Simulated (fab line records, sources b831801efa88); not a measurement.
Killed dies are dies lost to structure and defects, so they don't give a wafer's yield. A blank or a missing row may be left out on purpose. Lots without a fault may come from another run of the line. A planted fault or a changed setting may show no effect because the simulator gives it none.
Tool commonality check | flow gf180mcu | 12 lots, 36 wafers sampled

WHY IT WAS OPENED
At GF_HV_LDD_TW_MEAS_50 the reading HV_LDD_4_TW is flagged on 1 of 12 lots. Wafers without a fault read 574, standard deviation 6.5.
Rule: a lot is flagged when every wafer of it that has a number lies more than 4 standard deviations from that mean, or none has a number. The other lots count as sound.

lot  | measured     | on            | HV_LDD_4_TW, wafer by wafer | flag
L467 | day 12 16:06 | film_metro-02 | 567 567 570                 |
L468 | day 12 20:46 | film_metro-03 | 566 570 569                 |
L474 | day 15 00:37 | film_metro-04 | 580 579 578                 |
L476 | day 15 17:46 | film_metro-04 | 31 30 30                    | FLAGGED
L479 | day 16 18:52 | film_metro-04 | 575 581 577                 |
L480 | day 16 23:39 | film_metro-04 | 582 581 582                 |
L481 | day 17 13:08 | film_metro-02 | 569 568 568                 |
L482 | day 17 15:13 | film_metro-04 | 581 579 578                 |
L484 | day 18 06:58 | film_metro-02 | 567 570 568                 |
L485 | day 18 17:47 | film_metro-04 | 583 585 581                 |
L487 | day 19 07:25 | film_metro-04 | 582 581 580                 |
L489 | day 20 06:02 | film_metro-04 | 578 578 582                 |
The numbers of the flagged lots are 30 on average: -544 against the usual, or -84 standard deviations.

WHICH TOOL RAN EACH LOT
The record holds 2 process steps before the reading, out of a route of 602 steps. In each cell: the tool, then ch and the chambers that the sampled wafers went through, then the start.
lot  | flag    | GF_HV_LDD_EXPOSE_43                 | GF_HV_LDD_STRIP_49
L467 |         | iline_stepper-02 ch 0, day 12 05:59 | plasma_asher-02 ch 0, day 12 16:00
L468 |         | iline_stepper-01 ch 0, day 12 11:10 | plasma_asher-02 ch 0,1, day 12 20:40
L474 |         | iline_stepper-02 ch 0, day 14 13:43 | plasma_asher-02 ch 0,1, day 15 00:31
L476 | FLAGGED | iline_stepper-02 ch 0, day 15 07:21 | plasma_asher-02 ch 0,1, day 15 17:41
L479 |         | iline_stepper-01 ch 0, day 16 07:30 | plasma_asher-03 ch 1, day 16 18:46
L480 |         | iline_stepper-02 ch 0, day 16 12:37 | plasma_asher-01 ch 0,1, day 16 23:33
L481 |         | iline_stepper-02 ch 0, day 17 01:40 | plasma_asher-01 ch 0,1, day 17 13:02
L482 |         | iline_stepper-02 ch 0, day 17 04:03 | plasma_asher-02 ch 0,1, day 17 15:07
L484 |         | iline_stepper-02 ch 0, day 17 19:16 | plasma_asher-02 ch 0,1, day 18 06:52
L485 |         | iline_stepper-02 ch 0, day 18 06:32 | plasma_asher-03 ch 0,1, day 18 17:41
L487 |         | iline_stepper-02 ch 0, day 18 19:52 | plasma_asher-03 ch 0,1, day 19 07:18
L489 |         | iline_stepper-01 ch 0, day 19 18:06 | plasma_asher-01 ch 0, day 20 05:55
What these steps do:
- GF_HV_LDD_EXPOSE_43: exposes mask Pplus HV AREA, target cd 400 nm.
- GF_HV_LDD_STRIP_49: strips in O2/N2.
- GF_HV_LDD_TW_MEAS_50

FLAGGED OVER TOTAL, TOOL BY TOOL (the gauges that took the reading come last)
step                 | tool             | lots run | flagged | share of the flagged lots | sound lots run after its first flagged lot
GF_HV_LDD_EXPOSE_43  | iline_stepper-01 | 3        | 0       | none                      | -
GF_HV_LDD_EXPOSE_43  | iline_stepper-02 | 9        | 1       | all                       | 6 (L480,L481,L482,L484,L485,L487)
GF_HV_LDD_STRIP_49   | plasma_asher-01  | 3        | 0       | none                      | -
GF_HV_LDD_STRIP_49   | plasma_asher-02  | 6        | 1       | all                       | 2 (L482,L484)
GF_HV_LDD_STRIP_49   | plasma_asher-03  | 3        | 0       | none                      | -
GF_HV_LDD_TW_MEAS_50 | film_metro-02    | 3        | 0       | none                      | -
GF_HV_LDD_TW_MEAS_50 | film_metro-03    | 1        | 0       | none                      | -
GF_HV_LDD_TW_MEAS_50 | film_metro-04    | 8        | 1       | all                       | 6 (L479,L480,L482,L485,L487,L489)

WHAT THE TABLE ALLOWS
3 rows of the table ran every flagged lot: iline_stepper-02 at GF_HV_LDD_EXPOSE_43, plasma_asher-02 at GF_HV_LDD_STRIP_49, film_metro-04 at GF_HV_LDD_TW_MEAS_50.
- iline_stepper-02 at GF_HV_LDD_EXPOSE_43: 1 of its 9 lots flagged. Sound lots ran on it after the first flagged one (L480, L481, L482, L484, L485, L487), which a lasting fault on the whole tool wouldn't allow.
- plasma_asher-02 at GF_HV_LDD_STRIP_49: 1 of its 6 lots flagged. Sound lots ran on it after the first flagged one (L482, L484), which a lasting fault on the whole tool wouldn't allow.
- film_metro-04 at GF_HV_LDD_TW_MEAS_50: 1 of its 8 lots flagged. Sound lots ran on it after the first flagged one (L479, L480, L482, L485, L487, L489), which a lasting fault on the whole tool wouldn't allow.
No row of the table ran every flagged lot and no sound lot after the first.

WHAT THE SIMULATOR HAD PUT IN
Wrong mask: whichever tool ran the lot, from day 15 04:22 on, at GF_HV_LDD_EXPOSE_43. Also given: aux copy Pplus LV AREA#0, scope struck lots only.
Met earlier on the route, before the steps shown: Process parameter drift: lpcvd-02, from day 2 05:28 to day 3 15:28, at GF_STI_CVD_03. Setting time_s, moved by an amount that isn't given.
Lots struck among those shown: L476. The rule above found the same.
